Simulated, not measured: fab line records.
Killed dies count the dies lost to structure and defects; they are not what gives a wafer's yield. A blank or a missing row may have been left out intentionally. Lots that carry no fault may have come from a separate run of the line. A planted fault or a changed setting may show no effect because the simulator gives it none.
Comparing a struck lot with a sound one || flow sky130 || 37 steps out of a route of 708
Sound: wafers L278.1, L278.3, L278.5. Struck: wafer L283.5 (L283.2, L283.4, from the same lot, were not struck and are left out); the cause is given at the end.
Per side, at each step with rows, come the tool, then ch with its chambers, and then its first start. Under that, the readings that differ: sound wafers || struck wafers || difference of the means || sigmas: that difference in standard deviations of wafers without a fault.
alike: readings whose means differ by less than 2 such deviations, and words and numbers that are the same on both sides. not compared: withheld readings, readings that some wafer has no value for, bounds like >300 that may hide the same value, and numbers for which the record gives no deviation and whose values overlap.
A row with sigmas, a row that says differs or no value, or rows on one side alone: a step with any of these is where the two part. Numbers that don't overlap but have no deviation are shown without sigmas and don't part them. A reading missing from all wafers of one side parts the sides only when that side holds two or more wafers.

first, 10 steps without rows for these wafers: SKY_VIA2_ETCH_15 (etches SiO2 in C4F8/O2/Ar, stops on TiN, target depth 546 nm, time 84 s); SKY_VIA2_STRIP_16 (strips in O2/N2); SKY_VIA2_STRIP_17 (strips in post etch residue remover, time 1200 s); SKY_VIA2_CLEAN_18 (cleans in IPA, time 180 s); SKY_VIA2_CLEAN_19 (cleans in O3/DIW); SKY_VIA2_SPUTTER_20 (material TiN, target thk 20 nm, time 80 s); SKY_VIA2_CVD_21 (deposits W, target thk 420 nm, time 126.4 s); SKY_VIA2_CMP_24 (polishes, stops on SiO2, t overpolish 20 s, target thk 0 nm); SKY_METAL3_SPUTTER_00 (material Ti, target thk 15 nm, time 10 s); SKY_METAL3_SPUTTER_01 (material TiN, target thk 20 nm, time 16.7 s).
SKY_METAL3_SPUTTER_02: material AlCu, target thk 735 nm, time 39.1 s.
  sound on pvd_sputter-01 at day 40 08:08; struck on pvd_sputter-01 at day 42 00:32
{"reading": "model.AlCu_of_METAL3_SPUTTER_02.thk_nm (nm)", "sound": "746.3 737.1 744.4", "struck": 1154, "difference": "+411", "sigmas": ""}
  alike: throttle_valve_pct
then, 24 steps without rows for these wafers: SKY_METAL3_SPUTTER_03 (material Ti, target thk 5 nm, time 3.3 s); SKY_METAL3_SPUTTER_04 (material TiN, target thk 70 nm, time 58.3 s); SKY_CAPM_CVD_00 (deposits SiO2, target thk 15.5 nm); SKY_CAPM_SPUTTER_02 (material TiN, target thk 200 nm, time 166.7 s); SKY_CAPM_DEHYDRATE_05 (time 60 s); SKY_CAPM_HMDS_06 (prime time 60 s); SKY_CAPM_COAT_07 (resist thk 1140 nm); SKY_CAPM_SOFTBAKE_08 (time 60 s); SKY_CAPM_EXPOSE_09 (exposes mask CAPM, target cd 1000 nm); SKY_CAPM_PEB_10; SKY_CAPM_DEVELOP_11 (develop time 60 s); SKY_CAPM_METAL_ETCH_13 (etches TiN in Cl2/BCl3, stops on SiO2, target depth 220 nm, time 62.9 s); SKY_CAPM_STRIP_14 (strips in O2/N2); SKY_CAPM_STRIP_15 (strips in post etch residue remover, time 1200 s); SKY_CAPM_CLEAN_16 (cleans in IPA, time 180 s); SKY_CAPM_CLEAN_17 (cleans in O3/DIW); SKY_METAL3_DEHYDRATE_05 (time 60 s); SKY_METAL3_HMDS_06 (prime time 60 s); SKY_METAL3_COAT_07 (resist thk 60 nm); SKY_METAL3_COAT_08 (resist thk 1140 nm); SKY_METAL3_SOFTBAKE_09 (time 90 s); SKY_METAL3_EXPOSE_10 (exposes mask MM3, target cd 300 nm); SKY_METAL3_PEB_11; SKY_METAL3_DEVELOP_12 (develop time 60 s).
-- the record jumps here: 2 days lie between the struck wafers' starts before and after --
SKY_METAL3_METAL_ETCH_18: etches the open film in Cl2/BCl3, stops on SiO2, target depth 845 nm, time 183.1 s.
  sound on rie_metal-01 ch 1, day 42 10:29; struck on rie_metal-02 ch 1, day 44 00:57
{"reading": "he_backside_leak_sccm (sccm)", "sound": "3.10 3.24 3.20", "struck": 3.68, "difference": "+0.50", "sigmas": "+2"}
{"reading": "oes_product_au (a.u.)", "sound": "0.864 0.856 0.872", "struck": 0.998, "difference": "+0.134", "sigmas": "+20"}
  alike: drypump_motor_current_A, throttle_valve_pct
  not compared: rf_hours_counter_h
-- the record jumps here: 6 days lie between the struck wafers' starts before and after (it left off in module METAL3 and takes up again in module PAD_OPEN, whose first step shown is number 708 of the route) --
SKY_PAD_OPEN_PROBE_99:
  sound on prober-01 at day 49 01:42; struck on prober-02 at day 50 06:11
{"reading": "hold", "sound": "- - -", "struck": "await_dispo/1.8h/release", "difference": "no value on the sound wafers", "sigmas": ""}
{"reading": "defect_limited_yield (%)", "sound": "82.5 80.5 85.4", "struck": 0, "difference": -83, "sigmas": -41}
{"reading": "killed_at_M0_to_M3", "sound": "48 55 35", "struck": 451, "difference": "+405", "sigmas": "+60"}
{"reading": "killed_dies", "sound": "86 96 72", "struck": 492, "difference": "+407", "sigmas": "+42"}
{"reading": "killed_on_rim", "sound": "16 20 22", "struck": 96, "difference": "+77", "sigmas": "+21"}
{"reading": "sort_bin_5_function (%)", "sound": "10.2 9.6 7.5", "struck": 94.3, "difference": "+85.2", "sigmas": "+57"}
{"reading": "sort_bin_6_memory (%)", "sound": "6.3 9.3 6.3", "struck": 4.7, "difference": -2.6, "sigmas": -2}
{"reading": "sort_n_pass", "sound": "406 396 420", "struck": 0, "difference": -407, "sigmas": -42}
{"reading": "sort_yield_pct (%)", "sound": "82.5 80.5 85.4", "struck": 0, "difference": -83, "sigmas": -41}
  alike: killed_at_M4_up, killed_at_contacts, killed_at_front_end, killed_at_other, killed_open, killed_short, sort_bin_3_pad_short

## WHERE THEY PART
First at SKY_METAL3_METAL_ETCH_18; last, within this record, at SKY_PAD_OPEN_PROBE_99.

WHY: whatever the simulator had introduced
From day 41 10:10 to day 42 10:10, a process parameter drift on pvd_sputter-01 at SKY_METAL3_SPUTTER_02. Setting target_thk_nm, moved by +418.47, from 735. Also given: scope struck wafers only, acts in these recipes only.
